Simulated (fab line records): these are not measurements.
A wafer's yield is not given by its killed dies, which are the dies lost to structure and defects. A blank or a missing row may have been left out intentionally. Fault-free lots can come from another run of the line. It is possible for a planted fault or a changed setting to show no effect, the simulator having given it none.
The tool behind it: which one? :: flow sky130 :: 13 lots with 39 wafers sampled at 5 steps, on a route of 708 steps

WHAT EACH GAUGE READ, for each wafer
SKY_LDD_P_TW_MEAS_11. Usual: LDD_P_TW gives 638 (standard deviation 5.2).
lot: L339
measured: day 19 00:46
on: filmMetro-02
LDD_P_TW: 632 630 627
flag: 

lot: L340
measured: day 19 08:05
on: filmMetro-03
LDD_P_TW: 643 638 639
flag: 

lot: L341
measured: day 19 14:10
on: filmMetro-03
LDD_P_TW: 643 643 646
flag: 

lot: L342
measured: day 20 04:46
on: filmMetro-04
LDD_P_TW: 646 642 645
flag: 

lot: L344
measured: day 20 23:20
on: filmMetro-04
LDD_P_TW: 641 643 642
flag: 

lot: L346
measured: day 21 17:03
on: filmMetro-04
LDD_P_TW: 646 648 645
flag: 

lot: L347
measured: day 22 04:03
on: filmMetro-03
LDD_P_TW: 640 638 640
flag: 

lot: L348
measured: day 22 08:22
on: filmMetro-03
LDD_P_TW: 639 634 638
flag: 

lot: L349
measured: day 22 16:55
on: filmMetro-03
LDD_P_TW: 636 639 639
flag: 

lot: L350
measured: day 23 05:31
on: filmMetro-04
LDD_P_TW: 640 640 640
flag: 

lot: L351
measured: day 23 13:17
on: filmMetro-04
LDD_P_TW: 642 636 635
flag: 

lot: L355
measured: day 24 16:02
on: filmMetro-02
LDD_P_TW: 629 630 626
flag: 

lot: L358
measured: day 25 20:23
on: filmMetro-02
LDD_P_TW: 632 628 632
flag: 

SKY_SD_P_OVL_MEAS_08. Usual: SD_P_OVL gives -0.2 nm (standard deviation 1.4).
lot: L339
measured: day 25 11:14
on: overlay-01
SD_P_OVL (nm): 0.8 0.8 0.9
flag: 

lot: L340
measured: day 25 15:25
on: overlay-01
SD_P_OVL (nm): -1.1 -1.5 -0.1
flag: 

lot: L341
measured: day 25 22:52
on: overlay-02
SD_P_OVL (nm): -1.2 -0.9 -0.3
flag: 

lot: L342
measured: day 26 13:19
on: overlay-02
SD_P_OVL (nm): 0.0 0.1 -0.8
flag: 

lot: L344
measured: day 27 06:28
on: overlay-02
SD_P_OVL (nm): -1.6 -0.6 -1.7
flag: 

lot: L346
measured: day 28 01:50
on: overlay-02
SD_P_OVL (nm): -1.5 -2.4 -1.5
flag: 

lot: L347
measured: day 28 08:35
on: overlay-01
SD_P_OVL (nm): 0.3 -0.5 -0.5
flag: 

lot: L348
measured: day 28 11:52
on: overlay-01
SD_P_OVL (nm): 2.3 2.1 2.7
flag: 

lot: L349
measured: day 28 21:14
on: overlay-01
SD_P_OVL (nm): -53.0 -52.7 -53.1
flag: OFF

lot: L350
measured: day 29 08:19
on: overlay-01
SD_P_OVL (nm): -52.9 -52.5 -53.4
flag: OFF

lot: L351
measured: day 29 16:47
on: overlay-02
SD_P_OVL (nm): -51.4 -52.9 -51.9
flag: OFF

lot: L355
measured: day 30 15:55
on: overlay-01
SD_P_OVL (nm): -1.6 -2.1 -1.3
flag: 

lot: L358
measured: day 31 21:19
on: overlay-02
SD_P_OVL (nm): 1.7 0.3 0.6
flag: 

SKY_SD_N_CD_MEAS_07: the cd target is 380 nm. Usual: cdNm 380.1 nm, standard deviation 3.
lot: L339
measured: day 27 20:56
on: cdSem-01
cdNm (nm): 383.0 381.5 385.1
flag: 

lot: L340
measured: day 28 02:26
on: cdSem-02
cdNm (nm): 379.1 380.4 379.3
flag: 

lot: L341
measured: day 28 09:00
on: cdSem-01
cdNm (nm): 378.6 380.1 380.2
flag: 

lot: L342
measured: day 28 22:18
on: cdSem-02
cdNm (nm): 376.0 375.7 377.0
flag: 

lot: L344
measured: day 29 15:27
on: cdSem-02
cdNm (nm): 381.9 382.1 384.4
flag: 

lot: L346
measured: day 30 10:19
on: cdSem-01
cdNm (nm): 381.5 379.3 376.9
flag: 

lot: L347
measured: day 30 16:27
on: cdSem-01
cdNm (nm): 381.2 380.6 379.5
flag: 

lot: L348
measured: day 30 19:18
on: cdSem-02
cdNm (nm): 383.4 382.5 383.6
flag: 

lot: L349
measured: day 31 05:28
on: cdSem-01
cdNm (nm): 382.0 381.9 381.6
flag: 

lot: L350
measured: day 31 15:27
on: cdSem-01
cdNm (nm): 380.9 377.8 375.8
flag: 

lot: L351
measured: day 32 00:10
on: cdSem-02
cdNm (nm): 377.9 376.3 374.6
flag: 

lot: L355
measured: day 32 21:54
on: cdSem-01
cdNm (nm): 382.3 384.2 382.7
flag: 

lot: L358
measured: day 34 01:32
on: cdSem-01
cdNm (nm): 384.9 381.7 383.2
flag: 

TOOL THAT RAN EACH LOT (tool first, then ch and the chambers of the sampled wafers, then the start)
lot: L339
SKY_LDD_HVP_STRIP_09: plasmaAsher-01 ch 0,1, day 21 15:34
SKY_SD_P_EXPOSE_04: ilineStepper-01 ch 0, day 24 21:00

lot: L340
SKY_LDD_HVP_STRIP_09: plasmaAsher-01 ch 0,1, day 21 20:41
SKY_SD_P_EXPOSE_04: ilineStepper-02 ch 0, day 25 01:45

lot: L341
SKY_LDD_HVP_STRIP_09: plasmaAsher-01 ch 1, day 22 03:38
SKY_SD_P_EXPOSE_04: ilineStepper-01 ch 0, day 25 09:05

lot: L342
SKY_LDD_HVP_STRIP_09: plasmaAsher-01 ch 0,1, day 22 17:59
SKY_SD_P_EXPOSE_04: ilineStepper-01 ch 0, day 25 22:31

lot: L344
SKY_LDD_HVP_STRIP_09: plasmaAsher-02 ch 0,1, day 23 11:55
SKY_SD_P_EXPOSE_04: ilineStepper-02 ch 0, day 26 16:21

lot: L346
SKY_LDD_HVP_STRIP_09: plasmaAsher-04 ch 0,1, day 24 05:37
SKY_SD_P_EXPOSE_04: ilineStepper-02 ch 0, day 27 11:19

lot: L347
SKY_LDD_HVP_STRIP_09: plasmaAsher-02 ch 0,1, day 24 15:10
SKY_SD_P_EXPOSE_04: ilineStepper-02 ch 0, day 27 18:54

lot: L348
SKY_LDD_HVP_STRIP_09: plasmaAsher-04 ch 0,1, day 24 19:35
SKY_SD_P_EXPOSE_04: ilineStepper-01 ch 0, day 27 22:06

lot: L349
SKY_LDD_HVP_STRIP_09: plasmaAsher-04 ch 0,1, day 25 04:10
SKY_SD_P_EXPOSE_04: ilineStepper-02 ch 0, day 28 06:35

lot: L350
SKY_LDD_HVP_STRIP_09: plasmaAsher-04 ch 0,1, day 25 16:07
SKY_SD_P_EXPOSE_04: ilineStepper-02 ch 0, day 28 18:23

lot: L351
SKY_LDD_HVP_STRIP_09: plasmaAsher-01 ch 0,1, day 25 23:57
SKY_SD_P_EXPOSE_04: ilineStepper-02 ch 0, day 29 03:26

lot: L355
SKY_LDD_HVP_STRIP_09: plasmaAsher-02 ch 0,1, day 27 01:58
SKY_SD_P_EXPOSE_04: ilineStepper-01 ch 0, day 30 02:32

lot: L358
SKY_LDD_HVP_STRIP_09: plasmaAsher-02 ch 0,1, day 28 06:17
SKY_SD_P_EXPOSE_04: ilineStepper-01 ch 0, day 31 07:46
- SKY_LDD_HVP_STRIP_09: strips in O2/N2.
- SKY_SD_P_EXPOSE_04: exposes mask PSDM, target cd 380 nm.

WHAT THE TOOLS THEMSELVES READ (means of the sampled wafers that have a number; where no wafer has one, the mark that the record gives instead)
SKY_LDD_HVP_STRIP_09. Usual: drypumpMotorCurrentA 5.5 A, standard deviation 0.49; oesProductAu 0.408 a.u., standard deviation 0.0048; stripTimeToEndpointS 4.133 s, standard deviation 0.013.
lot: L339
tool: plasmaAsher-01
drypumpMotorCurrentA (A): 5.6
oesProductAu (a.u.): 0.414
stripTimeToEndpointS (s): 4.144
flag: 

lot: L340
tool: plasmaAsher-01
drypumpMotorCurrentA (A): 5.6
oesProductAu (a.u.): 0.409
stripTimeToEndpointS (s): 4.135
flag: 

lot: L341
tool: plasmaAsher-01
drypumpMotorCurrentA (A): 6.2
oesProductAu (a.u.): 0.408
stripTimeToEndpointS (s): 4.137
flag: 

lot: L342
tool: plasmaAsher-01
drypumpMotorCurrentA (A): 5.9
oesProductAu (a.u.): 0.402
stripTimeToEndpointS (s): 4.128
flag: 

lot: L344
tool: plasmaAsher-02
drypumpMotorCurrentA (A): 5.8
oesProductAu (a.u.): 0.407
stripTimeToEndpointS (s): 4.133
flag: 

lot: L346
tool: plasmaAsher-04
drypumpMotorCurrentA (A): 5.1
oesProductAu (a.u.): 0.409
stripTimeToEndpointS (s): 4.137
flag: 

lot: L347
tool: plasmaAsher-02
drypumpMotorCurrentA (A): 5.5
oesProductAu (a.u.): 0.411
stripTimeToEndpointS (s): 4.146
flag: 

lot: L348
tool: plasmaAsher-04
drypumpMotorCurrentA (A): 5.1
oesProductAu (a.u.): 0.408
stripTimeToEndpointS (s): 4.142
flag: 

lot: L349
tool: plasmaAsher-04
drypumpMotorCurrentA (A): 5.1
oesProductAu (a.u.): 0.410
stripTimeToEndpointS (s): 4.121
flag: 

lot: L350
tool: plasmaAsher-04
drypumpMotorCurrentA (A): 5.2
oesProductAu (a.u.): 0.406
stripTimeToEndpointS (s): 4.120
flag: 

lot: L351
tool: plasmaAsher-01
drypumpMotorCurrentA (A): 5.9
oesProductAu (a.u.): 0.403
stripTimeToEndpointS (s): 4.131
flag: 

lot: L355
tool: plasmaAsher-02
drypumpMotorCurrentA (A): 5.8
oesProductAu (a.u.): 0.405
stripTimeToEndpointS (s): 4.112
flag: 

lot: L358
tool: plasmaAsher-02
drypumpMotorCurrentA (A): 5.9
oesProductAu (a.u.): 0.413
stripTimeToEndpointS (s): 4.145
flag: 

THE ANSWER, worked out from the rows above alone
Rule: a lot is off if the mean of its wafers that have a number lies more than 3 standard deviations from the usual mean. A lot without any number at a reading at which 4 lots or more have one is off too. The other lots that the step has rows for count as sound. After the gauges, taken in route order, come the tools' own readings; for these a lot's mean is taken, as printed above. The first step at which some lot is off is used, and at that step the reading that is off furthest; a lot without a number counts as furthest.
Off: L349, L350, L351, at SKY_SD_P_OVL_MEAS_08 (SD_P_OVL).
A tool fits if, at a process step before that reading, it ran every lot that is off, and no sound lot after the first of them. Gauges at SKY_SD_P_OVL_MEAS_08: tried the same way as those tools. One fits: SKY_SD_P_EXPOSE_04 on ilineStepper-02. Its last sound lot is L347 (day 27 18:54), its first lot that is off L349 (day 28 06:35): a fault that began between those two fits.

WHAT HAD BEEN PUT IN BY THE SIMULATOR
Scanner matching overlay: ilineStepper-02, from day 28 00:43 on, at SKY_SD_P_EXPOSE_04. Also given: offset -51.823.
Lots struck among those shown: L349, L350, L351. Same finding as the rule above.
